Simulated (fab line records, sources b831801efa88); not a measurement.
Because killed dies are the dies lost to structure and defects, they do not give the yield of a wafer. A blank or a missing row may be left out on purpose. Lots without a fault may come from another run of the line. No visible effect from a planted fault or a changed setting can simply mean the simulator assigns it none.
A struck lot beside a sound one	flow sky130	18 out of 708 route steps
Sound: wafers L874.2, L874.3, L874.5. Struck: wafers L880.1, L880.5, L880.6. The cause comes at the end.
Per side, at each step with rows, come the tool, then ch with its chambers, and then its first start. Under that, the readings that differ: sound wafers	struck wafers	difference of the means	sigmas: that difference in standard deviations of wafers without a fault.
alike: a reading whose means differ by less than 2 such deviations, as well as words and numbers matching on both sides. not compared: withheld readings; readings where some wafer has no value; bounds like >300 that might hide an equal value; numbers whose values overlap and for which the record gives no deviation.
A row with sigmas, a row that says differs or no value, or rows on one side alone: a step with any of these is where the two part. Numbers that don't overlap but have no deviation are shown without sigmas and don't part them. Lack of a reading on every wafer of one side parts them only where that side has two or more wafers.

SKY_POLY_GATE_ETCH_15: etches BARC in N2/H2, stops on SiO2, time 118.5 s, target depth 110 nm.
  sound on rieDiel-02 ch 0,1, day 21 12:20; struck on rieDiel-04 ch 2,3, day 23 11:24
  alike: drypumpMotorCurrentA, oesProductAu, rfFwdPowerW, throttleValvePct
  not compared: rfHoursCounterH
SKY_POLY_GATE_ETCH_16: etches Si3N4 in CH3F/O2, stops on poly-Si, time 147.5 s, target depth 75 nm.
  sound on rieDiel-02 ch 0,1, day 21 12:26; struck on rieDiel-04 ch 2,3, day 23 11:29
  alike: drypumpMotorCurrentA, oesProductAu, rfFwdPowerW, throttleValvePct
  not compared: rfHoursCounterH
SKY_POLY_GATE_ETCH_17: etches poly-Si in HBr/Cl2, stops on SiO2, target depth 180 nm, time 70.5 s.
  sound on rieSi-01 ch 0,2, day 21 12:32; struck on rieSi-01 ch 2,3, day 23 11:35
  alike: drypumpMotorCurrentA, mfcCl2Sccm, oesProductAu, rfFwdPowerW, throttleValvePct
  not compared: rfHoursCounterH
SKY_POLY_GATE_STRIP_18: strips in O2/N2.
  sound on plasmaAsher-03 ch 0,1, day 21 12:35; struck on plasmaAsher-04 ch 0,1, day 23 11:38
  alike: drypumpMotorCurrentA, oesProductAu, stripTimeToEndpointS
  not compared: rfHoursCounterH
then, 2 steps without rows for these wafers: SKY_POLY_GATE_CLEAN_19 (cleans in SC1/SC2, time 150 s); SKY_POLY_GATE_OXIDATION_20 (stabilise 600 s, purge 300 s, target thk 4 nm).
SKY_POLY_GATE_THK_MEAS_21:
  sound: filmMetro-02 at day 21 15:10; struck: filmMetro-01 at day 23 13:02
reading	sound	struck	difference	sigmas
POLY_GATE_OXIDATION_THK (nm)	3.90 3.97 3.96	4.05 4.14 4.08	+0.15	+2
SKY_POLY_GATE_CD_MEAS_22:
  sound: cdSem-02 at day 21 15:15; struck: cdSem-02 at day 23 13:06
  alike: cdNm
then, 4 steps without rows for these wafers: SKY_LDD_N_DEHYDRATE_00 (time 60 s); SKY_LDD_N_HMDS_01 (prime time 60 s); SKY_LDD_N_COAT_02 (resist thk 300 nm); SKY_LDD_N_SOFTBAKE_03 (time 60 s).
SKY_LDD_N_EXPOSE_04: exposes mask NTM, target cd 840 nm.
  sound on ilineStepper-01 ch 0, day 22 06:23; struck on ilineStepper-01 ch 0, day 24 05:25
reading	sound	struck	difference	sigmas
model.LDD_N.overlayXNm (nm)	0.3861 0.3861 0.3861	-68.78 -68.78 -68.78	-69.17	
  alike: mask, exposureDoseMJCm2
then, 2 steps without rows for these wafers: SKY_LDD_N_PEB_05; SKY_LDD_N_DEVELOP_06 (develop time 60 s).
SKY_LDD_N_OVL_MEAS_07:
  sound: overlay-01 at day 22 21:57; struck: overlay-01 at day 24 20:06
reading	sound	struck	difference	sigmas
LDD_N_OVL (nm)	-1.3 -1.1 -2.2	-69.9 -69.3 -69.4	-68.0	-52
following that, these wafers have no rows for 1 step: SKY_LDD_N_IMPLANT_08.
-- here the record skips 25 days between the struck wafers' starts before and after, leaving off in module LDD_N and picking up in module PAD_OPEN (first step shown: number 708 of the route) --
SKY_PAD_OPEN_PROBE_99:
  sound: prober-02 at day 49 02:56; struck: prober-01 at day 50 06:41
  alike: killed_at_M0_to_M3, killed_at_M4_up, killedAtContacts, killedAtFrontEnd, killedAtOther, killedDies, killedOpen, killedShort

## WHERE THEY PART
Earliest at SKY_POLY_GATE_THK_MEAS_21; latest, in this record, at SKY_LDD_N_OVL_MEAS_07. Later steps at which nothing parts them and some readings are alike: SKY_PAD_OPEN_PROBE_99.

WHY: what the simulator had put in
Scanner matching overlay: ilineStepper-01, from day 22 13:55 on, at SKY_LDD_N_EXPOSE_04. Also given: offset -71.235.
